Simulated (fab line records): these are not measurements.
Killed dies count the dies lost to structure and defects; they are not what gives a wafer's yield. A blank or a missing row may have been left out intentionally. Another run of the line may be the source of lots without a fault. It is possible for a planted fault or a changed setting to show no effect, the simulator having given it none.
Lot-split experiment	flow sky130	8 wafers read from 4 lots, route of 708 steps

== SPLIT DETAILS ==
At SKY_METAL1_ETCH_18 (etches BARC in N2/H2, stops on SiO2, time 45.9 s, target depth 60 nm), the setting time_s was moved away from the recipe's 45.9 s on 3 of the 8 wafers read, by +3.8% to +14.9%. For the rest of the wafers, this setting stayed at what the recipe calls for.

Reading taken at the split's own step.

== THE READING ==
KrF-thick_of_METAL1_COAT_10.thk_nm (the simulator's own value, which no gauge read), in nm, at SKY_METAL1_ETCH_18 (etches BARC in N2/H2, stops on SiO2, time 45.9 s, target depth 60 nm). No usual value for it is given in the file. Here, 5 wafers ran the recipe; their average is 392.3 nm with a standard deviation of 1.2 nm.

wafer	tool, chamber at the split	time_s as run, s	against the recipe	KrF-thick_of_METAL1_COAT_10.thk_nm, nm	against lot-mates on the recipe
L075.1	rie_metal-02, 1	47.66	+3.8%	388.4	no lot-mate on the recipe
L077.1	rie_metal-03, 0	52.76	+14.9%	386	-6.4
L077.3	rie_metal-03, 0	45.9	recipe	392.4	-
L078.3	rie_metal-04, 0	45.9	recipe	392.1	-
L078.4	rie_metal-04, 1	45.9	recipe	392.6	-
L078.5	rie_metal-04, 0	45.9	recipe	390.2	-
L080.2	rie_metal-04, 0	49.56	+8.0%	389.2	-4.8
L080.3	rie_metal-04, 1	45.9	recipe	394	-

THE FIT
A straight line over all 8 wafers: KrF-thick_of_METAL1_COAT_10.thk_nm changes by -0.418 nm for each +1% of time_s; r = -0.87; the points scatter about the line by 1.4 nm.
The same after taking each lot's own level away (the mean of its wafers on the recipe; 7 wafers): -0.459 nm for each +1%; r = -0.95; scatter 0.96 nm.
The reading moves by 6.9 nm for the largest change in time_s, on that fit.
Across the lots, their own levels run from 391.63 to 394.00 nm, a range of 1.9 times the standard deviation given above.
Consequently the slope shifts little with the lot-to-lot level, the two slopes agreeing.
Check: -9 nm against its lot-mates is what the line predicts for one of the wafers moved furthest among these (+14.9%) when that wafer is left out of the fit. Against them it came out at -6.4 nm.

== OTHER SPLITS APPLIED TO THESE WAFERS ==
Before the reading, these wafers also passed through other splits. Each is held against what the fit with the lots' levels taken away leaves over:
other split on the same wafers	wafers away from the commonest value	r with KrF-thick_of_METAL1_COAT_10.thk_nm (lot level and that fit taken away)
SKY_METAL1_SPUTTER_04 time_s	0	-

== THE FILE'S OWN FIT ==
KrF-thick_of_METAL1_COAT_10.thk_nm changes by -0.471 nm for each +1% of time_s, r = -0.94.
